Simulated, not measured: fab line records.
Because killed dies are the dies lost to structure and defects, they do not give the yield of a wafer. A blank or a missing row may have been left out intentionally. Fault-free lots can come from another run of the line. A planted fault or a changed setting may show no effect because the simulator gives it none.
What tool caused it? / flow sky130 / Sampling: 13 lots, 35 wafers, 6 of 708 route steps

## WHAT THE GAUGES SHOWED, per wafer
SKY_VIA1_BOW_MEAS_03.
lot=L545; measured=day 34 12:37; on=film_metro-01; VIA1_BOW (um)=78 80 83
lot=L548; measured=day 34 13:08; on=film_metro-02; VIA1_BOW (um)=76 71 68
lot=L544; measured=day 34 20:06; on=film_metro-04; VIA1_BOW (um)=85 89 99
lot=L547; measured=day 34 22:32; on=film_metro-02; VIA1_BOW (um)=72
lot=L549; measured=day 35 07:56; on=film_metro-01; VIA1_BOW (um)=77
lot=L554; measured=day 36 14:04; on=film_metro-02; VIA1_BOW (um)=73 80 66
lot=L556; measured=day 37 02:53; on=film_metro-02; VIA1_BOW (um)=85 83 75
lot=L558; measured=day 37 12:31; on=film_metro-02; VIA1_BOW (um)=89 94 76
lot=L560; measured=day 38 11:53; on=film_metro-02; VIA1_BOW (um)=79 70 80
lot=L561; measured=day 38 12:22; on=film_metro-02; VIA1_BOW (um)=71 81 80
lot=L562; measured=day 38 18:51; on=film_metro-04; VIA1_BOW (um)=93 67 77
lot=L564; measured=day 39 14:23; on=film_metro-02; VIA1_BOW (um)=80 87 85
lot=L566; measured=day 39 20:52; on=film_metro-02; VIA1_BOW (um)=82 75 85

SKY_VIA1_CD_MEAS_12: target cd 150 nm.
lot=L545; measured=day 35 15:14; on=cd_sem-02; cd_nm (nm)=148.5 150.6 149.0
lot=L548; measured=day 35 15:56; on=cd_sem-02; cd_nm (nm)=150.0 151.5 150.3
lot=L544; measured=day 35 22:17; on=cd_sem-02; cd_nm (nm)=149.7 149.4 150.5
lot=L547; measured=day 36 00:35; on=cd_sem-02; cd_nm (nm)=147.3
lot=L549; measured=day 36 10:22; on=cd_sem-02; cd_nm (nm)=149.3
lot=L554; measured=day 37 15:45; on=cd_sem-02; cd_nm (nm)=150.4 151.7 152.9
lot=L556; measured=day 38 04:55; on=cd_sem-02; cd_nm (nm)=151.7 151.5 150.9
lot=L558; measured=day 38 13:28; on=cd_sem-02; cd_nm (nm)=149.5 149.8 147.6
lot=L560; measured=day 39 11:57; on=cd_sem-01; cd_nm (nm)=148.6 149.5 146.2
lot=L561; measured=day 39 12:36; on=cd_sem-01; cd_nm (nm)=148.6 148.2 146.8
lot=L562; measured=day 39 18:54; on=cd_sem-02; cd_nm (nm)=148.7 149.1 149.3
lot=L564; measured=day 40 14:55; on=cd_sem-01; cd_nm (nm)=147.6 147.8 146.8
lot=L566; measured=day 40 21:10; on=cd_sem-01; cd_nm (nm)=149.3 151.1 151.5

SKY_METAL2_RS_MEAS_05: measures by four-point-probe.
lot=L545; measured=day 35 16:51; on=film_metro-04; METAL2_ALCU_RS (ohm/sq)=0.1253 0.1269 0.1258
lot=L548; measured=day 35 17:36; on=film_metro-04; METAL2_ALCU_RS (ohm/sq)=0.1261 0.1239 0.1238
lot=L544; measured=day 35 23:58; on=film_metro-04; METAL2_ALCU_RS (ohm/sq)=0.1275 0.1252 0.1243
lot=L547; measured=day 36 02:13; on=film_metro-03; METAL2_ALCU_RS (ohm/sq)=0.1393
lot=L549; measured=day 36 12:01; on=film_metro-03; METAL2_ALCU_RS (ohm/sq)=0.1362
lot=L554; measured=day 37 17:23; on=film_metro-03; METAL2_ALCU_RS (ohm/sq)=0.1277 0.1267 0.1256
lot=L556; measured=day 38 06:35; on=film_metro-03; METAL2_ALCU_RS (ohm/sq)=0.1281 0.1281 0.1279
lot=L558; measured=day 38 15:05; on=film_metro-03; METAL2_ALCU_RS (ohm/sq)=0.1270 0.1255 0.1261
lot=L560; measured=day 39 13:35; on=film_metro-03; METAL2_ALCU_RS (ohm/sq)=0.1260 0.1253 0.1263
lot=L561; measured=day 39 14:15; on=film_metro-03; METAL2_ALCU_RS (ohm/sq)=0.1251 0.1265 0.1266
lot=L562; measured=day 39 20:36; on=film_metro-03; METAL2_ALCU_RS (ohm/sq)=0.1247 0.1236 0.1275
lot=L564; measured=day 40 16:31; on=film_metro-03; METAL2_ALCU_RS (ohm/sq)=0.1256 0.1274 0.1253
lot=L566; measured=day 40 23:10; on=film_metro-04; METAL2_ALCU_RS (ohm/sq)=0.1270 0.1282 0.1265

SKY_METAL2_THK_MEAS_06: measures by xrf.
lot=L545; measured=day 35 16:57; on=film_metro-04; METAL2_ALCU_THK (nm)=247.9 246.4 246.6
lot=L548; measured=day 35 17:43; on=film_metro-04; METAL2_ALCU_THK (nm)=247.6 250.6 250.5
lot=L544; measured=day 36 00:05; on=film_metro-04; METAL2_ALCU_THK (nm)=243.8 248.0 249.9
lot=L547; measured=day 36 02:19; on=film_metro-03; METAL2_ALCU_THK (nm)=224.0
lot=L549; measured=day 36 12:06; on=film_metro-03; METAL2_ALCU_THK (nm)=230.3
lot=L554; measured=day 37 17:31; on=film_metro-03; METAL2_ALCU_THK (nm)=244.8 246.0 246.3
lot=L556; measured=day 38 06:42; on=film_metro-03; METAL2_ALCU_THK (nm)=246.5 242.4 243.8
lot=L558; measured=day 38 15:11; on=film_metro-03; METAL2_ALCU_THK (nm)=246.4 249.3 247.6
lot=L560; measured=day 39 13:43; on=film_metro-03; METAL2_ALCU_THK (nm)=246.5 249.1 248.0
lot=L561; measured=day 39 14:22; on=film_metro-03; METAL2_ALCU_THK (nm)=248.7 247.5 245.1
lot=L562; measured=day 39 20:43; on=film_metro-03; METAL2_ALCU_THK (nm)=249.4 251.0 246.3
lot=L564; measured=day 40 16:38; on=film_metro-03; METAL2_ALCU_THK (nm)=248.7 245.5 249.5
lot=L566; measured=day 40 23:17; on=film_metro-04; METAL2_ALCU_THK (nm)=247.0 243.5 249.1

## WHAT TOOL EACH LOT RAN ON (gives the tool, then ch and the chambers of the sampled wafers, and finally the start)
lot=L545; SKY_VIA1_SPUTTER_20=pvd_sputter-03, day 35 16:02; SKY_METAL2_SPUTTER_02=pvd_sputter-01, day 35 16:43
lot=L548; SKY_VIA1_SPUTTER_20=pvd_sputter-02, day 35 16:46; SKY_METAL2_SPUTTER_02=pvd_sputter-04, day 35 17:31
lot=L544; SKY_VIA1_SPUTTER_20=pvd_sputter-02, day 35 23:11; SKY_METAL2_SPUTTER_02=pvd_sputter-04, day 35 23:53
lot=L547; SKY_VIA1_SPUTTER_20=pvd_sputter-02, day 36 01:23; SKY_METAL2_SPUTTER_02=pvd_sputter-01, day 36 02:05
lot=L549; SKY_VIA1_SPUTTER_20=pvd_sputter-02, day 36 11:11; SKY_METAL2_SPUTTER_02=pvd_sputter-01, day 36 11:52
lot=L554; SKY_VIA1_SPUTTER_20=pvd_sputter-02, day 37 16:37; SKY_METAL2_SPUTTER_02=pvd_sputter-03, day 37 17:18
lot=L556; SKY_VIA1_SPUTTER_20=pvd_sputter-04, day 38 05:45; SKY_METAL2_SPUTTER_02=pvd_sputter-03, day 38 06:28
lot=L558; SKY_VIA1_SPUTTER_20=pvd_sputter-02, day 38 14:17; SKY_METAL2_SPUTTER_02=pvd_sputter-03, day 38 14:58
lot=L560; SKY_VIA1_SPUTTER_20=pvd_sputter-02, day 39 12:49; SKY_METAL2_SPUTTER_02=pvd_sputter-01, day 39 13:30
lot=L561; SKY_VIA1_SPUTTER_20=pvd_sputter-04, day 39 13:29; SKY_METAL2_SPUTTER_02=pvd_sputter-04, day 39 14:10
lot=L562; SKY_VIA1_SPUTTER_20=pvd_sputter-03, day 39 19:49; SKY_METAL2_SPUTTER_02=pvd_sputter-04, day 39 20:30
lot=L564; SKY_VIA1_SPUTTER_20=pvd_sputter-02, day 40 15:44; SKY_METAL2_SPUTTER_02=pvd_sputter-04, day 40 16:25
lot=L566; SKY_VIA1_SPUTTER_20=pvd_sputter-02, day 40 22:00; SKY_METAL2_SPUTTER_02=pvd_sputter-03, day 40 23:04
- SKY_VIA1_SPUTTER_20: material TiN, target thk 20 nm, time 80 s.
- SKY_METAL2_SPUTTER_02: material AlCu, target thk 250 nm, time 13.3 s.

## AS READ BY THE TOOLS THEMSELVES (means over the sampled wafers that have a number; for cases with no such wafer, the mark the record gives instead)
SKY_VIA1_SPUTTER_20.
lot=L545; tool=pvd_sputter-03; cathode_dc_power_W (W)=3999.6; chamber_pressure_pa (Pa)=5.006; throttle_valve_pct (%)=29.5
lot=L548; tool=pvd_sputter-02; cathode_dc_power_W (W)=3999.7; chamber_pressure_pa (Pa)=4.996; throttle_valve_pct (%)=30.5
lot=L544; tool=pvd_sputter-02; cathode_dc_power_W (W)=4000.5; chamber_pressure_pa (Pa)=5.002; throttle_valve_pct (%)=30.5
lot=L547; tool=pvd_sputter-02; cathode_dc_power_W (W)=3999.7; chamber_pressure_pa (Pa)=5.008; throttle_valve_pct (%)=30.6
lot=L549; tool=pvd_sputter-02; cathode_dc_power_W (W)=3999.5; chamber_pressure_pa (Pa)=4.989; throttle_valve_pct (%)=29.4
lot=L554; tool=pvd_sputter-02; cathode_dc_power_W (W)=3999.7; chamber_pressure_pa (Pa)=4.996; throttle_valve_pct (%)=30.1
lot=L556; tool=pvd_sputter-04; cathode_dc_power_W (W)=3999.5; chamber_pressure_pa (Pa)=4.998; throttle_valve_pct (%)=28.7
lot=L558; tool=pvd_sputter-02; cathode_dc_power_W (W)=3999.6; chamber_pressure_pa (Pa)=4.994; throttle_valve_pct (%)=29.8
lot=L560; tool=pvd_sputter-02; cathode_dc_power_W (W)=3999.6; chamber_pressure_pa (Pa)=4.997; throttle_valve_pct (%)=29.8
lot=L561; tool=pvd_sputter-04; cathode_dc_power_W (W)=3999.5; chamber_pressure_pa (Pa)=5.002; throttle_valve_pct (%)=29.7
lot=L562; tool=pvd_sputter-03; cathode_dc_power_W (W)=4000.2; chamber_pressure_pa (Pa)=5.004; throttle_valve_pct (%)=29.3
lot=L564; tool=pvd_sputter-02; cathode_dc_power_W (W)=4000.6; chamber_pressure_pa (Pa)=5.004; throttle_valve_pct (%)=29.6
lot=L566; tool=pvd_sputter-02; cathode_dc_power_W (W)=3999.5; chamber_pressure_pa (Pa)=4.996; throttle_valve_pct (%)=30.5

SKY_METAL2_SPUTTER_02.
lot=L545; tool=pvd_sputter-01; cathode_dc_power_W (W)=10600; chamber_pressure_pa (Pa)=0.3994; throttle_valve_pct (%)=30.8
lot=L548; tool=pvd_sputter-04; cathode_dc_power_W (W)=10600; chamber_pressure_pa (Pa)=0.4001; throttle_valve_pct (%)=30.3
lot=L544; tool=pvd_sputter-04; cathode_dc_power_W (W)=10600; chamber_pressure_pa (Pa)=0.3995; throttle_valve_pct (%)=29.3
lot=L547; tool=pvd_sputter-01; cathode_dc_power_W (W)=9799; chamber_pressure_pa (Pa)=0.3994; throttle_valve_pct (%)=29.4
lot=L549; tool=pvd_sputter-01; cathode_dc_power_W (W)=9797; chamber_pressure_pa (Pa)=0.4021; throttle_valve_pct (%)=29.8
lot=L554; tool=pvd_sputter-03; cathode_dc_power_W (W)=10601; chamber_pressure_pa (Pa)=0.3995; throttle_valve_pct (%)=29.1
lot=L556; tool=pvd_sputter-03; cathode_dc_power_W (W)=10601; chamber_pressure_pa (Pa)=0.3995; throttle_valve_pct (%)=29.9
lot=L558; tool=pvd_sputter-03; cathode_dc_power_W (W)=10601; chamber_pressure_pa (Pa)=0.3998; throttle_valve_pct (%)=30.4
lot=L560; tool=pvd_sputter-01; cathode_dc_power_W (W)=10601; chamber_pressure_pa (Pa)=0.4012; throttle_valve_pct (%)=31.3
lot=L561; tool=pvd_sputter-04; cathode_dc_power_W (W)=10601; chamber_pressure_pa (Pa)=0.4003; throttle_valve_pct (%)=30.2
lot=L562; tool=pvd_sputter-04; cathode_dc_power_W (W)=10600; chamber_pressure_pa (Pa)=0.3991; throttle_valve_pct (%)=29.3
lot=L564; tool=pvd_sputter-04; cathode_dc_power_W (W)=10600; chamber_pressure_pa (Pa)=0.4000; throttle_valve_pct (%)=30.5
lot=L566; tool=pvd_sputter-03; cathode_dc_power_W (W)=10598; chamber_pressure_pa (Pa)=0.4000; throttle_valve_pct (%)=29.9

## THE ANSWER, worked out from the rows above alone
Rule: the lots themselves supply what counts as usual. The widest of any qualifying gaps counts: lots, ordered by their means at a reading, are off when they make up no more than a third of the lots, leave a main group of 4 or more, and stand apart from it by 3 or more times the standard deviation of that group's means. A main group is skipped when, at the precision printed for the reading in the tables above, its means are all equal. Also off: a lot with no number at a reading for which 4 or more lots have one. Any other lot the step has rows for is counted as sound. Order of review: gauges by route order, followed by the tools' own readings, for which a lot's mean as printed above is used. At the first step where some lot is off, the reading lying furthest off is the one used; lots without a number count as furthest.
Off: L547, L549, seen at SKY_METAL2_RS_MEAS_05 (METAL2_ALCU_RS). The main group has a mean of 0.1262 ohm/sq with a standard deviation of 0.00088.
If a tool, at a process step before that reading, ran all the lots that are off and no sound lot after the first of them, it fits. The gauges at SKY_METAL2_RS_MEAS_05 aren't tried: what is off there is off at SKY_METAL2_SPUTTER_02 too, on other tools, and a gauge's error can't cause that. Not one of the candidates tried fits.

## WHAT HAD BEEN PUT IN BY THE SIMULATOR
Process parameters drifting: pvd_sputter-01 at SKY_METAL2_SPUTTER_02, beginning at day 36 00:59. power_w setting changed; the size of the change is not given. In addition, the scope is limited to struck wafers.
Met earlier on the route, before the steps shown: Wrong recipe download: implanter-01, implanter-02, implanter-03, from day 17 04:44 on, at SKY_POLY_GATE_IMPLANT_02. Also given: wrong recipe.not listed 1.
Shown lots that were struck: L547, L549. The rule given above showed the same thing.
